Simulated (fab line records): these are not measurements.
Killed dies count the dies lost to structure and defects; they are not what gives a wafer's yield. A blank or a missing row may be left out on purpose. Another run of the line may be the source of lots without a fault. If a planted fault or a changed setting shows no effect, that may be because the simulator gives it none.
The tool behind it: which one? -- flow sky130 -- 6 lots, 18 wafers sampled, at 2 steps of a route of 708

## WHAT EACH GAUGE READ, for each wafer
SKY_VT_ADJUST_LVTN_OVL_MEAS_18.
lot,measured,on,VT_ADJUST_LVTN_01_OVL (nm)
L916,day 8 01:40,overlay-02,4.5 3.6 4.0
L918,day 8 14:23,overlay-01,3.5 3.5 2.0
L922,day 10 01:43,overlay-02,0.1 1.1 1.4
L928,day 11 14:55,overlay-02,- - -
L934,day 13 12:10,overlay-02,-0.3 1.9 0.0
L936,day 14 07:31,overlay-01,0.3 2.1 3.8

## EACH LOT AND THE TOOL THAT RAN IT (in order: tool; ch and the chambers of the sampled wafers; start)
lot,SKY_VT_ADJUST_LVTN_COAT_13
L916,"lithoTrack-03 ch 0, day 7 15:10"
L918,"lithoTrack-01 ch 0, day 8 03:59"
L922,"lithoTrack-01 ch 0, day 9 13:43"
L928,"lithoTrack-01, day 11 02:41"
L934,"lithoTrack-01 ch 0, day 13 00:13"
L936,"lithoTrack-01 ch 0, day 13 18:49"
- SKY_VT_ADJUST_LVTN_COAT_13: resist thk 1140 nm.

## THE ANSWER, worked out from the rows above alone
Rule: the usual values come from the lots themselves. Put in order of their means at a reading, lots are off if they are a third of the lots or fewer, leave a main group of 4 or more, and stand apart from it by a gap of 3 or more times the standard deviation of the main group's means; of several such gaps the widest counts. A main group is skipped when, at the precision printed for the reading in the tables above, its means are all equal. Also off: a lot with no number at a reading for which 4 or more lots have one. The other lots that the step has rows for count as sound.
Off: L928, seen at SKY_VT_ADJUST_LVTN_OVL_MEAS_18 (VT_ADJUST_LVTN_01_OVL). Without a number there: L928. For the main group the mean is 2.1 nm and the standard deviation 1.3.
A tool fits if, at a process step before that reading, it ran every lot that is off, and no sound lot after the first of them. The gauges at SKY_VT_ADJUST_LVTN_OVL_MEAS_18 are tried like those tools. Not one of the candidates tried fits.

## WHAT THE SIMULATOR PUT IN
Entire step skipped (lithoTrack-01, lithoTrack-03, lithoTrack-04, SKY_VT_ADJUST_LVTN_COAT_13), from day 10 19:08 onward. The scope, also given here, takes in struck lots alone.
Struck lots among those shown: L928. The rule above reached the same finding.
